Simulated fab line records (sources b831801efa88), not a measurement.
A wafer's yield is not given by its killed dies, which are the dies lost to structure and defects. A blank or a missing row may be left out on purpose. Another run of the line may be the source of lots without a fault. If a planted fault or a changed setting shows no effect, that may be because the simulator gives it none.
Chamber matching	flow sky130	SKY_CONTACT_ETCH_17 on rieDiel-02: 4 sister chambers
The step etches SiO2 in C4F8/O2/Ar, stops on Si3N4, target depth 340 nm. 18 wafers are shown with their chamber, then 9 later ones without.

WAFERS, EACH WITH ITS CHAMBER
wafer	chamber	oesProductAu (a.u.)
L502.1	0	0.891
L502.3	2	0.886
L502.5	0	0.892
L503.2	0	0.892
L503.4	2	0.890
L503.5	1	0.882
L505.2	0	0.898
L505.3	2	0.890
L505.4	2	0.891
L506.2	1	0.889
L506.3	0	0.896
L506.5	1	0.893
L509.2	1	0.887
L509.3	2	0.888
L509.4	3	0.897
L507.3	1	0.894
L507.5	1	0.890
L507.6	0	0.894

SIGNATURES (averages over the wafers above)
reading	chamber 0	chamber 1	chamber 2	chamber 3	scatter within a chamber
oesProductAu	0.89383	0.88917	0.88900	0.89700	0.00325
Rule: for each reading, subtract the chamber's mean from the wafer's reading, divide by that reading's scatter and square the result; add these up over the readings and take the root, which gives the wafer's distance from the chamber. The wafer belongs to the nearest chamber; if the next one is less than 2 further off, it can't be placed. How the scatter is found: for the shown wafers, subtract from each reading the mean of its chamber, square and add these, divide the total by (wafers less chambers), then take the root.

WAFERS WHOSE CHAMBER IS MISSING
wafer	oesProductAu (a.u.)
L520.2	0.882
L520.4	0.900
L520.6	0.892
L521.2	0.888
L521.3	0.898
L521.4	0.883
L523.1	0.891
L523.5	0.891
L523.6	0.891

WHICH CHAMBER EACH WENT THROUGH
wafer	from the rows above	in truth
L520.2	can't be placed: 2 or 1 or 0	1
L520.4	can't be placed: 3 or 0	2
L520.6	can't be placed: 0 or 1 or 2 or 3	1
L521.2	can't be placed: 2 or 1 or 0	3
L521.3	can't be placed: 3 or 0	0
L521.4	can't be placed: 2 or 1 or 0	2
L523.1	can't be placed: 1 or 2 or 0 or 3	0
L523.5	can't be placed: 1 or 2 or 0 or 3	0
L523.6	can't be placed: 1 or 2 or 0 or 3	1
Correctly placed: 0 of 9. These rows do not allow placing 9 (true chamber among the candidates in 7). Wrongly placed: 0.
